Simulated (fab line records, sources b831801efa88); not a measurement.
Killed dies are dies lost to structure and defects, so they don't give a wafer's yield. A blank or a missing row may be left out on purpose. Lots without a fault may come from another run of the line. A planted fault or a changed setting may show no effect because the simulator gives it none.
A struck lot beside a sound one | flow gf180mcu | 17 steps out of a route of 602
Sound: wafers L105.1, L105.5, L105.6. Struck: wafers L995.1, L995.2, L995.3. The cause comes at the end.
At each step with rows: each side's tool, then ch and its chambers, then its first start. Under that, the readings that differ: sound wafers | struck wafers | difference of the means | sigmas: that difference in standard deviations of wafers without a fault.
alike: readings whose means differ by less than 2 such deviations, and words and numbers that are the same on both sides. not compared: withheld readings, readings that some wafer has no value for, bounds like >300 that may hide the same value, and numbers for which the record gives no deviation and whose values overlap.
The two part at a step that has a row with sigmas, a row that says differs or no value, or rows on one side only. Numbers that don't overlap but have no deviation are shown without sigmas and don't part them. A reading that every wafer of one side lacks parts them only if that side has two wafers or more.

GF_CONTACT_CMP_04: polishes SiO2.
  sound on cmp-01 ch 1,2, day 22 02:03; struck on cmp-01 ch 0,1,2, day 18 16:53
  alike: motor_current_A, retaining_ring_pressure_frac, time_to_endpoint_s
GF_CONTACT_BOW_MEAS_05:
  sound on film_metro-01, day 22 02:18; struck on film_metro-03, day 18 17:11
  alike: CONTACT_BOW
then, 8 steps without rows for these wafers: GF_CONTACT_DEHYDRATE_06 (time 60 s); GF_CONTACT_HMDS_07 (prime time 60 s); GF_CONTACT_COAT_08; GF_CONTACT_COAT_09 (resist thk 1000 nm); GF_CONTACT_SOFTBAKE_10 (time 60 s); GF_CONTACT_EXPOSE_11 (exposes mask Contact, target cd 220 nm); GF_CONTACT_PEB_12 (peb time 90 s); GF_CONTACT_DEVELOP_13 (develop time 60 s).
GF_CONTACT_CD_MEAS_14: target cd 220 nm.
  sound on cd_sem-01, day 23 01:44; struck on cd_sem-02, day 19 18:13
  alike: cd_nm
GF_CONTACT_OVL_MEAS_15:
  sound on overlay-02, day 23 01:52; struck on overlay-01, day 19 18:20
  alike: CONTACT_OVL
GF_CONTACT_ETCH_16: etches BARC in N2/H2.
  sound on rie_diel-03 ch 1,2,3, day 23 01:54; struck on rie_diel-01 ch 0,2,3, day 19 18:22
  no value came back on the struck wafers for any of 5 readings (bias_w (W), chamber_pressure_mTorr (mTorr) and others); on the sound wafers bias_w (W) reads 100.0 100.2 99.7
GF_CONTACT_ETCH_17: etches SiO2 in C4F8/O2/Ar, stops on CoSi2, target depth 860 nm.
  sound on rie_diel-03 ch 1,2,3; struck on rie_diel-01 ch 0,2,3
  reading               | sound             | struck            | difference | sigmas
  oes_product_au (a.u.) | 0.810 0.827 0.818 | 0.372 0.374 0.370 | -0.446     | -86
  alike: bias_w, chamber_pressure_mTorr
GF_CONTACT_STRIP_18: strips in O2/N2.
  sound on plasma_asher-03 ch 0,1, day 23 02:04; struck on plasma_asher-03 ch 0,1, day 19 18:32
  reading               | sound             | struck            | difference | sigmas
  oes_product_au (a.u.) | 0.573 0.579 0.582 | 0.595 0.597 0.601 | +0.020     | +4
  alike: drypump_motor_current_A, heater_power_w
  not compared: rf_hours_counter_h
then, 1 step without rows for these wafers: GF_CONTACT_CLEAN_19 (cleans in SPM).
-- the record jumps here: 12 days lie between the struck wafers' starts before and after (it left off in module CONTACT and takes up again in module PASSIVATION, whose first step shown is number 602 of the route) --
GF_PASSIVATION_PROBE_99:
  the record has rows for the struck wafers here (prober-02, day 31 22:21) and none for the sound ones

WHERE THEY PART
First at GF_CONTACT_ETCH_16; last, within this record, at GF_PASSIVATION_PROBE_99.

WHY: what the simulator had put in
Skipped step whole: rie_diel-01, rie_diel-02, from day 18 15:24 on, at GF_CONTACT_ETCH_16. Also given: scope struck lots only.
